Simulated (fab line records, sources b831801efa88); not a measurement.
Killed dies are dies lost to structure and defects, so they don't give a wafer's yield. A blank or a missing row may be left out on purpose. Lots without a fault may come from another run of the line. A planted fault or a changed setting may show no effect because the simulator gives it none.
Chamber matching | flow gf180mcu | GF_V3_CVD_02 on pecvd-02: 3 sister chambers
The step deposits SiO2 from TEOS, target thk 850 nm, time 94.851 s. 16 wafers are shown with their chamber, then 8 later ones without.

WAFERS WITH THEIR CHAMBER
wafer  | chamber | heater_power_w (W) | susceptor_temp_C (C)
L921.1 | 1       | 660                | 399.71
L921.3 | 2       | 836                | 399.75
L921.6 | 0       | 608                | 399.84
L922.2 | 2       | 710                | 400.08
L922.5 | 2       | 753                | 400.40
L922.6 | 0       | 667                | 400.02
L925.2 | 2       | 794                | 399.76
L925.3 | 0       | 738                | 399.99
L925.6 | 0       | 763                | 399.71
L930.3 | 1       | 656                | 400.27
L930.4 | 0       | 745                | 400.10
L930.6 | 1       | 683                | 399.79
L933.2 | 0       | 755                | 400.01
L933.4 | 2       | 764                | 400.28
L933.5 | 0       | 607                | 399.63
L934.1 | 0       | 733                | 399.73

SIGNATURES (means of the wafers above)
reading          | chamber 0 | chamber 1 | chamber 2 | scatter within a chamber
heater_power_w   | 702.00    | 666.33    | 771.40    | 54.8
susceptor_temp_C | 399.8787  | 399.9233  | 400.0540  | 0.24
Rule: a wafer's distance from a chamber is the root of the sum, over the readings, of the square of ((its reading less the chamber's mean) divided by the reading's scatter). The wafer belongs to the nearest chamber; if the next one is less than 2 further off, it can't be placed. The scatter: the root of (the sum of the squares of (reading less its chamber's mean) over the shown wafers, divided by (wafers less chambers)).

WAFERS WITHOUT THEIR CHAMBER
wafer  | heater_power_w (W) | susceptor_temp_C (C)
L934.3 | 821                | 400.04
L934.4 | 650                | 400.17
L935.3 | 674                | 400.31
L935.4 | 696                | 399.96
L935.5 | 534                | 400.21
L939.1 | 729                | 400.01
L939.2 | 756                | 400.18
L939.3 | 614                | 400.25

WHICH CHAMBER EACH WENT THROUGH
wafer  | from the rows above          | in truth
L934.3 | can't be placed: 2 or 0 or 1 | 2
L934.4 | can't be placed: 1 or 0 or 2 | 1
L935.3 | can't be placed: 1 or 0 or 2 | 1
L935.4 | can't be placed: 0 or 1 or 2 | 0
L935.5 | can't be placed: 1 or 0 or 2 | 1
L939.1 | can't be placed: 0 or 2 or 1 | 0
L939.2 | can't be placed: 2 or 0 or 1 | 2
L939.3 | can't be placed: 1 or 0 or 2 | 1
Placed correctly: 0 of 8. Can't be placed from these rows: 8 (the true chamber is among the candidates in 8). Placed wrongly: 0.
